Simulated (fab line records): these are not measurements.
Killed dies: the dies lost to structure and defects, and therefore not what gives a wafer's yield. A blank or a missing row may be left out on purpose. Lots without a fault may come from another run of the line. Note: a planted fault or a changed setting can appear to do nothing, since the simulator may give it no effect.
Which tool did it?	flow gf180mcu	14 lots with 42 wafers sampled at 4 steps, on a route of 602 steps

## WHAT THE GAUGES SHOWED, per wafer
GF_STI_THK_MEAS_24. Usual: STI_CVD_23_THK gives 654 nm (standard deviation 6).
lot	measured	on	STI_CVD_23_THK (nm)	flag
L856	day 2 03:20	filmMetro-03	659 654 655	
L857	day 2 10:11	filmMetro-01	656 645 650	
L858	day 2 13:48	filmMetro-01	654 658 652	
L863	day 3 15:23	filmMetro-01	656 654 649	
L864	day 4 00:17	filmMetro-02	655 656 657	
L868	day 4 20:19	filmMetro-03	647 641 647	
L870	day 5 07:33	filmMetro-03	656 655 655	
L873	day 5 19:06	filmMetro-03	654 654 658	
L874	day 6 02:31	filmMetro-02	652 652 658	
L875	day 6 07:42	filmMetro-02	649 653 651	
L876	day 6 11:06	filmMetro-02	647 643 645	
L877	day 6 16:12	filmMetro-02	644 653 650	
L878	day 6 21:37	filmMetro-01	646 646 640	
L879	day 7 02:59	filmMetro-03	659 654 655	

GF_POLY_GATE_CD_MEAS_18. Usual: cdNm reads 280.6 nm (standard deviation 1.8).
lot	measured	on	cdNm (nm)	flag
L856	day 9 07:26	cdSem-01	278.5 277.7 277.5	
L857	day 9 16:25	cdSem-02	278.6 280.5 279.7	
L858	day 9 23:19	cdSem-01	279.7 279.6 282.4	
L863	day 11 12:47	cdSem-02	281.6 280.1 280.0	
L864	day 12 05:56	cdSem-01	281.3 282.6 281.5	
L868	day 13 00:47	cdSem-01	282.0 281.1 280.8	
L870	day 13 20:01	cdSem-02	281.1 279.6 281.4	
L873	day 14 12:35	cdSem-02	282.1 283.0 282.4	
L874	day 14 20:51	cdSem-01	281.7 285.8 282.7	
L875	day 15 06:53	cdSem-01	280.1 281.4 281.7	
L876	day 15 06:11	cdSem-01	279.5 279.9 281.4	
L877	day 15 14:14	cdSem-02	281.2 277.7 281.5	
L878	day 15 18:11	cdSem-02	284.3 283.6 283.2	
L879	day 16 02:31	cdSem-02	280.0 282.1 281.3	

GF_M1_CD_MEAS_14 targets a cd of 230 nm. Usual: cdNm reads 229.5 nm (standard deviation 1.3).
lot	measured	on	cdNm (nm)	flag
L856	day 16 22:13	cdSem-01	228.9 228.3 227.4	
L857	day 17 09:29	cdSem-02	229.0 230.5 229.1	
L858	day 17 16:20	cdSem-02	231.3 230.3 230.5	
L863	day 19 20:52	cdSem-02	229.7 228.7 229.3	
L864	day 20 17:55	cdSem-02	228.7 227.6 228.7	
L868	day 21 17:26	cdSem-01	228.5 228.8 230.0	
L870	day 22 17:58	cdSem-02	229.4 230.0 229.4	
L873	day 23 13:41	cdSem-02	228.0 227.8 228.6	
L874	day 23 22:31	cdSem-02	227.7 228.8 227.8	
L875	day 24 09:22	cdSem-02	230.6 230.7 230.0	
L876	day 24 07:13	cdSem-01	226.8 227.3 226.4	
L877	day 24 15:44	cdSem-02	228.5 228.3 228.9	
L878	day 24 19:25	cdSem-02	229.6 229.9 231.5	
L879	day 25 03:13	cdSem-01	232.1 230.9 230.9	

## TOOL THAT RAN EACH LOT (tool first, then ch and the chambers of the sampled wafers, then the start)
lot	GF_HV_LDD_STRIP_22
L856	plasmaAsher-01 ch 1, day 10 18:29
L857	plasmaAsher-03 ch 0,1, day 11 04:18
L858	plasmaAsher-01 ch 0,1, day 11 10:03
L863	plasmaAsher-02 ch 0,1, day 13 03:21
L864	plasmaAsher-02 ch 0,1, day 13 20:26
L868	plasmaAsher-01 ch 0,1, day 14 15:19
L870	plasmaAsher-03 ch 0,1, day 15 13:02
L873	plasmaAsher-03 ch 0,1, day 16 07:50
L874	plasmaAsher-01 ch 0,1, day 16 16:48
L875	plasmaAsher-01 ch 0,1, day 17 02:55
L876	plasmaAsher-01 ch 0,1, day 17 02:17
L877	plasmaAsher-02 ch 0,1, day 17 11:26
L878	plasmaAsher-01 ch 0,1, day 17 15:44
L879	plasmaAsher-01 ch 0,1, day 18 00:02
- GF_HV_LDD_STRIP_22: strips in O2/N2.

## WHAT THE TOOLS THEMSELVES READ (means of the sampled wafers that have a number; where no wafer has one, the mark that the record gives instead)
GF_HV_LDD_STRIP_22. Usual: drypumpMotorCurrentA 5.3 A, standard deviation 0.44; heaterPowerW 343 W, standard deviation 22; oesProductAu 0.717 a.u., standard deviation 0.0039; platenTempC 249.99 C, standard deviation 0.18; stripTimeToEndpointS 12.63 s, standard deviation 0.033.
lot	tool	drypumpMotorCurrentA (A)	heaterPowerW (W)	oesProductAu (a.u.)	platenTempC (C)	stripTimeToEndpointS (s)	flag
L856	plasmaAsher-01	6.1	347	0.715	249.80	12.61	
L857	plasmaAsher-03	5.1	374	0.715	250.02	12.63	
L858	plasmaAsher-01	5.3	342	0.716	250.03	12.63	
L863	plasmaAsher-02	5.3	327	0.741	252.39	12.02	OFF
L864	plasmaAsher-02	5.3	332	0.735	252.47	12.04	OFF
L868	plasmaAsher-01	5.3	343	0.718	249.91	12.65	
L870	plasmaAsher-03	5.0	356	0.719	249.80	12.64	
L873	plasmaAsher-03	5.0	348	0.717	250.05	12.59	
L874	plasmaAsher-01	5.3	340	0.717	249.86	12.65	
L875	plasmaAsher-01	5.3	345	0.715	250.09	12.64	
L876	plasmaAsher-01	5.3	347	0.717	250.16	12.65	
L877	plasmaAsher-02	5.3	324	0.718	249.80	12.64	
L878	plasmaAsher-01	5.3	340	0.717	249.88	12.64	
L879	plasmaAsher-01	5.7	347	0.717	249.98	12.61	

## THE ANSWER, worked out from the rows above alone
Rule: a lot counts as off when the mean over its wafers that have a number is more than 3 standard deviations away from the usual mean. Also off: a lot with no number at a reading for which 4 or more lots have one. Where the step has rows for the other lots, those lots are counted as sound. First the gauges in route order, then the tools' own readings, where a lot's mean is used as printed above. At the first step where some lot is off, the reading lying furthest off is the one used; lots without a number count as furthest.
Off, at GF_HV_LDD_STRIP_22 on stripTimeToEndpointS: L863, L864.
A tool fits if, at that step or a process step before it, it ran every lot that is off, and no sound lot after the first of them. None of those tried fits.

## WHAT WAS PUT IN BY THE SIMULATOR
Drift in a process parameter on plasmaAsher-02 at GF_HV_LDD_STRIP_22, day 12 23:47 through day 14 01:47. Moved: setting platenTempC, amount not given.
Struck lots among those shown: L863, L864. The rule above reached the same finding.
